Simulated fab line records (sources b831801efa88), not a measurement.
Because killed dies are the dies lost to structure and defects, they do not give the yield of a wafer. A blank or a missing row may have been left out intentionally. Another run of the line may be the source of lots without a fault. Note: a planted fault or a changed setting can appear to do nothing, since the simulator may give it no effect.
2 desks, one fault | flow sky130 | each desk has only its own numbers; what lay behind them comes last

== DESK OF THE TOOL OWNER: cvd-w-01 ==
The tool's own readings at SKY_CONTACT_CVD_24 (deposits W, target thk 340 nm, time 102.12 s): means of the sampled wafers that have a number, for each lot that ran on this tool. The brackets show how far a lot's mean lies from the usual mean; more than 4 standard deviations puts the lot out of limits, marked OUT.
Columns: A = heater-power-w at SKY_CONTACT_CVD_24, usual 854 W
lot  | first seen here | A
L808 | day 31 18:45    | 896
L810 | day 32 05:19    | 893
L812 | day 33 08:57    | 850
L813 | day 33 14:45    | 887
L816 | day 34 15:56    | 822
L822 | day 36 05:06    | 807
L823 | day 36 07:13    | 857
L824 | day 36 19:16    | 823
L825 | day 37 03:05    | 860
This desk's verdict: no lot among the 9 shows anything out of limits.

== AT THE METROLOGY DESK ==
What the gauges read for every lot (on any tool): the sampled wafers with a number, averaged. The brackets show how far a lot's mean lies from the usual mean; more than 4 standard deviations puts the lot out of limits, marked OUT.
Columns: A = LI_CONTACT_W_THK at SKY_LI_CONTACT_THK_MEAS_23, usual 384 nm; B = CONTACT_W_RS at SKY_CONTACT_RS_MEAS_25, usual 0.339 ohm/sq; C = CONTACT_W_THK at SKY_CONTACT_THK_MEAS_26, usual 328 nm
lot  | first seen here | A   | B                | C
L808 | day 29 06:53    | 381 | 0.335            | 331
L810 | day 29 18:39    | 381 | 0.341            | 328
L812 | day 30 22:50    | 371 | 0.335            | 329
L813 | day 31 05:11    | 386 | 0.335            | 331
L816 | day 32 07:35    | 378 | 0.341            | 328
L817 | day 32 09:36    | 388 | 0.337            | 327
L822 | day 33 20:34    | 389 | 0.339            | 326
L823 | day 34 00:06    | 385 | 0.315 (-4.5) OUT | 359 (+5.5) OUT
L824 | day 34 13:48    | 394 | 0.278 (-11) OUT  | 401 (+13) OUT
L825 | day 34 20:22    | 379 | 0.279 (-11) OUT  | 407 (+14) OUT
L831 | day 36 09:32    | 392 | 0.339            | 326
This desk's result: L823, L824, L825 out of limits, first on L823 (CONTACT_W_RS at SKY_CONTACT_RS_MEAS_25), day 36 07:21. In limits: L808, L810, L812, L813, L816, L817, L822, L831.

== PUT TOGETHER ==
L823, L824, L825 would have let the metrology desk raise an alarm at day 36 07:21.
Nothing out of limits was seen by the tool owner's desk.
On record at the tool owner's desk: L823, L824, L825, within its limits.
All the named lots went through SKY_CONTACT_CVD_24 on cvd-w-01.

== WHAT THE SIMULATOR HAD PUT IN ==
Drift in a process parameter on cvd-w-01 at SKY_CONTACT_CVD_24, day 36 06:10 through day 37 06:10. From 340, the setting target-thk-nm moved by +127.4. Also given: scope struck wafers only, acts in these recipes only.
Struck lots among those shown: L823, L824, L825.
Delay in hours, fault start to first out-of-limits reading, per desk: metrology desk 1.
